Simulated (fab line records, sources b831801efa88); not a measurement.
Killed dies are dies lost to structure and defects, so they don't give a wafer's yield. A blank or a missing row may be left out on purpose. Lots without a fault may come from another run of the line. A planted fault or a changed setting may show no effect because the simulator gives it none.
Problem report in the 8D (eight disciplines) form, filled by code | flow sky130 | the parts of the form that need people (team, actions taken, sign-off) are left out

1. THE PROBLEM
SD_N_RS at SKY_SD_N_RS_MEAS_16 reads a mean of 66.92 ohm/sq on 9 wafers of 3 lots; wafers without a fault read 68.55 ohm/sq with a standard deviation of 0.1. That is -16 standard deviations from the usual mean.
The step: measures by four-point-probe.
First seen on wafer L776.2, day 32 17:55, on film_metro-04. The record holds 36 wafers of 12 lots with a number at this step. Rule for "out", or "out of limits": more than 4 standard deviations from the usual mean. The other wafers with a number count as sound.

2. WHAT IT IS AND WHAT IT IS NOT
question                    | is                           | is not
which readings at this step | SD_N_RS                      | -
which lots                  | L776, L777, L779             | L762, L763, L765, L766, L767, L769, L778, L780, L782
which wafers of those lots  | all that have a number       | -
read on which gauges        | film_metro-02, film_metro-04 | film_metro-03
when                        | from day 32 17:55            | up to then (18 sound wafers); but 9 sound wafers of L778, L780, L782 came after

3. SUSPECTS, AND WHAT RULES EACH OUT
Counting: a tool at a process step up to the reading stays a suspect if it ran every lot that is out and no sound lot after the first of them.
- the gauge at SKY_SD_N_RS_MEAS_16: ruled out. The wafers that are out were read on 2 gauges (film_metro-02, film_metro-04).
- rtp_anneal-01 at SKY_SD_N_RTA_14 (time 2 s): kept. It ran every lot that is out, first L776 (day 32 17:43), and no sound lot after that; its last sound lot up to then is L769 (day 30 07:59). Its own readings are out on those wafers: wafer_temp_C_max.
Left after counting: rtp_anneal-01 at SKY_SD_N_RTA_14.

4. THE CAUSE (what the simulator had put in)
Process parameter drift: rtp_anneal-01, from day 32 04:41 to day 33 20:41, at SKY_SD_N_RTA_14. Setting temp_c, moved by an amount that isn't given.
Counting left only this tool.

5. THE CHAIN OF EFFECTS, in route order
Each row: a reading whose mean over the struck wafers that have a number lies more than 3 standard deviations from the usual. Only readings for which the record gives a usual standard deviation are gone through. hours: the time from each lot's start at the first step in this table that gives one to its start at this step, as a median over the lots. sigmas: the change in usual standard deviations.
hours | step                | reading          | usual        | on struck wafers | change | sigmas
0     | SKY_SD_N_RTA_14     | wafer_temp_C_max | 1078.0       | 1086.7           | +8.7   | +6.2
0     | SKY_SD_N_RS_MEAS_16 | SD_N_RS          | 68.55 ohm/sq | 66.92            | -1.63  | -16
0     | SKY_SD_N_RS_MEAS_17 | SD_P_RS          | 147.1 ohm/sq | 139.0            | -8.1   | -24
The process steps in it:
- SKY_SD_N_RTA_14: time 2 s.
Later measuring or inspecting steps at which every struck wafer that the step has a row for has a number for every such reading, and none has moved that far: SKY_LI_CONTACT_OVL_MEAS_13.

6. WHAT WOULD HAVE CAUGHT IT SOONER
In this record the first reading out of limits at a measuring or inspecting step was taken at day 32 17:55, 13 hours after the fault began at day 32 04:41.
The tool's own readings at SKY_SD_N_RTA_14 were out on every struck wafer that the step has a row for (wafer_temp_C_max): an alarm limit on them would have fired on the first of those.
Of the lots that are out (3), L777, L779 began SKY_SD_N_RTA_14 on rtp_anneal-01 after day 32 17:55. A hold on the tool at that time would have spared those 2.
